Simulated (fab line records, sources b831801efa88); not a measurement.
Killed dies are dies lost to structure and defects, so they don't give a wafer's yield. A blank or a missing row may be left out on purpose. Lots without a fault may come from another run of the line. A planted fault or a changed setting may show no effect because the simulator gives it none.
Which tool did it? | flow gf180mcu | 12 lots, 36 wafers sampled, at 6 steps of a route of 602

WHAT THE GAUGES READ, wafer by wafer
GF_VT_IMPLANT_TW_MEAS_21. Usual: VT_IMPLANT_2_TW 1221, standard deviation 12.
lot  | measured     | on            | VT_IMPLANT_2_TW | flag
L491 | day 6 13:25  | film_metro-04 | 1238 1239 1238  |
L492 | day 6 19:13  | film_metro-04 | 1230 1234 1237  |
L496 | day 7 22:58  | film_metro-02 | 1222 1224 1218  |
L501 | day 9 02:49  | film_metro-02 | 30 30 30        | OFF
L502 | day 9 15:47  | film_metro-03 | 30 30 30        | OFF
L505 | day 10 06:40 | film_metro-04 | 1236 1234 1245  |
L506 | day 10 10:47 | film_metro-04 | 1237 1236 1235  |
L507 | day 10 17:28 | film_metro-02 | 1207 1213 1212  |
L508 | day 11 00:29 | film_metro-03 | 1215 1209 1206  |
L509 | day 11 06:21 | film_metro-03 | 1211 1212 1210  |
L512 | day 12 01:51 | film_metro-04 | 1226 1222 1225  |
L513 | day 12 06:01 | film_metro-03 | 1222 1218 1219  |

GF_PSD_CD_MEAS_07: target cd 400 nm. Usual: cd_nm 400.5 nm, standard deviation 2.2.
lot  | measured     | on        | cd_nm (nm)        | flag
L491 | day 14 10:11 | cd_sem-01 | 400.3 401.8 400.2 |
L492 | day 14 21:38 | cd_sem-02 | 400.0 397.6 398.6 |
L496 | day 16 09:47 | cd_sem-01 | 399.8 402.4 403.1 |
L505 | day 19 20:11 | cd_sem-02 | 399.4 400.5 401.8 |
L506 | day 19 22:56 | cd_sem-01 | 402.2 402.8 402.1 |
L507 | day 20 07:34 | cd_sem-02 | 399.3 399.8 397.2 |
L508 | day 20 19:01 | cd_sem-02 | 398.5 397.3 396.9 |
L509 | day 21 06:10 | cd_sem-01 | 398.9 399.2 399.5 |
L512 | day 22 02:52 | cd_sem-01 | 404.8 405.1 404.0 |
L513 | day 22 04:11 | cd_sem-02 | 401.2 401.4 403.2 |

GF_SAB_OVL_MEAS_10. Usual: SAB_OVL 0.8 nm, standard deviation 1.7.
lot  | measured     | on         | SAB_OVL (nm)   | flag
L491 | day 15 08:43 | overlay-01 | 0.6 0.7 -0.5   |
L492 | day 15 19:51 | overlay-02 | -0.8 -1.2 -2.0 |
L496 | day 17 09:41 | overlay-02 | 1.5 1.9 0.8    |
L505 | day 20 22:01 | overlay-01 | 4.0 2.4 2.5    |
L506 | day 20 23:45 | overlay-02 | -1.4 -0.6 -2.2 |
L507 | day 21 08:37 | overlay-02 | 2.2 3.0 1.1    |
L508 | day 21 19:46 | overlay-01 | 1.9 4.1 2.7    |
L509 | day 22 06:37 | overlay-01 | 0.2 1.3 -0.1   |
L512 | day 23 03:07 | overlay-02 | 0.5 -1.0 -0.3  |
L513 | day 23 03:55 | overlay-01 | 0.0 1.1 1.1    |

GF_V1_BOW_MEAS_05. Usual: V1_BOW 82 um, standard deviation 7.3.
lot  | measured     | on            | V1_BOW (um) | flag
L491 | day 17 10:20 | film_metro-03 | 82 76 87    |
L492 | day 17 21:34 | film_metro-02 | 78 75 73    |
L496 | day 19 14:40 | film_metro-01 | 76 86 85    |
L505 | day 23 01:24 | film_metro-01 | 91 98 89    |
L506 | day 23 03:13 | film_metro-01 | 87 77 84    |
L507 | day 23 10:33 | film_metro-02 | 80 74 77    |
L508 | day 23 21:17 | film_metro-02 | 70 87 80    |
L509 | day 24 08:56 | film_metro-02 | 76 78 72    |
L512 | day 25 03:15 | film_metro-02 | 87 84 78    |
L513 | day 25 04:32 | film_metro-01 | 74 68 79    |

WHICH TOOL RAN EACH LOT (tool, then ch and the chambers of the sampled wafers, then the start)
lot  | GF_VT_IMPLANT_STRIP_09               | GF_VT_IMPLANT_STRIP_20
L491 | plasma_asher-03 ch 0,1, day 5 22:30  | plasma_asher-03 ch 0,1, day 6 13:19
L492 | plasma_asher-04 ch 0,1, day 6 03:51  | plasma_asher-03 ch 0,1, day 6 19:07
L496 | plasma_asher-03 ch 0,1, day 7 07:19  | plasma_asher-03 ch 0,1, day 7 22:52
L501 | plasma_asher-04 ch 0,1, day 8 10:38  | plasma_asher-04 ch 0,1, day 9 02:44
L502 | plasma_asher-03 ch 0,1, day 8 22:02  | plasma_asher-03 ch 0,1, day 9 15:41
L505 | plasma_asher-03 ch 0,1, day 9 13:40  | plasma_asher-01 ch 0, day 10 06:34
L506 | plasma_asher-04 ch 0,1, day 9 16:28  | plasma_asher-04 ch 0,1, day 10 10:37
L507 | plasma_asher-03 ch 0,1, day 9 23:28  | plasma_asher-01 ch 0,1, day 10 17:22
L508 | plasma_asher-04 ch 0,1, day 10 05:59 | plasma_asher-04 ch 0,1, day 11 00:23
L509 | plasma_asher-01 ch 0,1, day 10 11:34 | plasma_asher-03 ch 1, day 11 06:14
L512 | plasma_asher-01 ch 0,1, day 11 06:19 | plasma_asher-01 ch 0,1, day 12 01:37
L513 | plasma_asher-03 ch 0,1, day 11 11:28 | plasma_asher-01 ch 1, day 12 05:55
- GF_VT_IMPLANT_STRIP_09: strips in O2/N2.
- GF_VT_IMPLANT_STRIP_20: strips in O2/N2.

WHAT THE TOOLS THEMSELVES READ (means of the sampled wafers that have a number; where no wafer has one, the mark that the record gives instead)
GF_VT_IMPLANT_STRIP_09. Usual: chamber_pressure_mTorr 1499.9 mTorr, standard deviation 1.3; drypump_motor_current_A 5.6 A, standard deviation 0.45; heater_power_w 323 W, standard deviation 22; oes_product_au 0.716 a.u., standard deviation 0.0045; platen_temp_c 250.00 C, standard deviation 0.2; strip_time_to_endpoint_s 12.64 s, standard deviation 0.033.
lot  | tool            | chamber_pressure_mTorr (mTorr) | drypump_motor_current_A (A) | heater_power_w (W) | oes_product_au (a.u.) | platen_temp_c (C) | strip_time_to_endpoint_s (s) | flag
L491 | plasma_asher-03 | 1497.9                         | 6.3                         | 339                | 0.719                 | 249.88            | 12.62                        |
L492 | plasma_asher-04 | 1499.9                         | 5.2                         | 297                | 0.714                 | 250.34            | 12.62                        |
L496 | plasma_asher-03 | 1499.9                         | 5.8                         | 325                | 0.722                 | 249.91            | 12.67                        |
L501 | plasma_asher-04 | -                              | -                           | -                  | -                     | -                 | -                            | OFF
L502 | plasma_asher-03 | -                              | -                           | -                  | -                     | -                 | -                            | OFF
L505 | plasma_asher-03 | 1499.4                         | 6.3                         | 351                | 0.714                 | 249.90            | 12.63                        |
L506 | plasma_asher-04 | 1499.7                         | 5.3                         | 302                | 0.719                 | 249.97            | 12.67                        |
L507 | plasma_asher-03 | 1500.4                         | 5.8                         | 323                | 0.712                 | 250.06            | 12.67                        |
L508 | plasma_asher-04 | 1499.9                         | 5.2                         | 289                | 0.713                 | 249.90            | 12.70                        |
L509 | plasma_asher-01 | 1498.8                         | 5.5                         | 319                | 0.718                 | 249.89            | 12.68                        |
L512 | plasma_asher-01 | 1498.6                         | 5.5                         | 321                | 0.720                 | 249.99            | 12.67                        |
L513 | plasma_asher-03 | 1500.2                         | 6.3                         | 352                | 0.719                 | 250.10            | 12.68                        |

GF_VT_IMPLANT_STRIP_20. Usual: chamber_pressure_mTorr 1500.2 mTorr, standard deviation 1.3; drypump_motor_current_A 5.7 A, standard deviation 0.54; heater_power_w 324 W, standard deviation 25; oes_product_au 0.716 a.u., standard deviation 0.0041; platen_temp_c 249.99 C, standard deviation 0.17; strip_time_to_endpoint_s 12.649 s, standard deviation 0.03.
lot  | tool            | chamber_pressure_mTorr (mTorr) | drypump_motor_current_A (A) | heater_power_w (W) | oes_product_au (a.u.) | platen_temp_c (C) | strip_time_to_endpoint_s (s) | flag
L491 | plasma_asher-03 | 1500.9                         | 5.9                         | 322                | 0.717                 | 250.09            | 12.635                       |
L492 | plasma_asher-03 | 1499.1                         | 5.9                         | 327                | 0.717                 | 250.06            | 12.623                       |
L496 | plasma_asher-03 | 1500.3                         | 5.9                         | 327                | 0.715                 | 250.08            | 12.653                       |
L501 | plasma_asher-04 | 1500.9                         | 5.3                         | 298                | 0.721                 | 249.86            | 27.602                       | OFF
L502 | plasma_asher-03 | 1499.3                         | 5.8                         | 332                | 0.717                 | 249.87            | 27.694                       | OFF
L505 | plasma_asher-01 | 1498.4                         | 5.6                         | 322                | 0.716                 | 250.15            | 12.646                       |
L506 | plasma_asher-04 | 1499.3                         | 5.3                         | 300                | 0.720                 | 250.01            | 12.668                       |
L507 | plasma_asher-01 | 1498.8                         | 5.6                         | 327                | 0.717                 | 249.99            | 12.665                       |
L508 | plasma_asher-04 | 1501.7                         | 5.2                         | 295                | 0.712                 | 249.86            | 12.688                       |
L509 | plasma_asher-03 | 1501.6                         | 6.7                         | 367                | 0.718                 | 250.19            | 12.660                       |
L512 | plasma_asher-01 | 1501.6                         | 5.6                         | 326                | 0.715                 | 250.18            | 12.614                       |
L513 | plasma_asher-01 | 1500.3                         | 5.6                         | 334                | 0.719                 | 249.97            | 12.644                       |

THE ANSWER, worked out from the rows above alone
Rule: a lot is off if the mean of its wafers that have a number lies more than 3 standard deviations from the usual mean. A lot without any number at a reading at which 4 lots or more have one is off too. The other lots that the step has rows for count as sound. The gauges are gone through in route order, then the tools' own readings, and for those a lot's mean is taken as printed above. The first step at which some lot is off is used, and at that step the reading that is off furthest; a lot without a number counts as furthest.
Off: L501, L502, at GF_VT_IMPLANT_TW_MEAS_21 (VT_IMPLANT_2_TW).
A tool fits if, at a process step before that reading, it ran every lot that is off, and no sound lot after the first of them. The gauges at GF_VT_IMPLANT_TW_MEAS_21 aren't tried: what is off there is off at GF_VT_IMPLANT_STRIP_09 too, on other tools, and a gauge's error can't cause that. None of those tried fits.

WHAT THE SIMULATOR HAD PUT IN
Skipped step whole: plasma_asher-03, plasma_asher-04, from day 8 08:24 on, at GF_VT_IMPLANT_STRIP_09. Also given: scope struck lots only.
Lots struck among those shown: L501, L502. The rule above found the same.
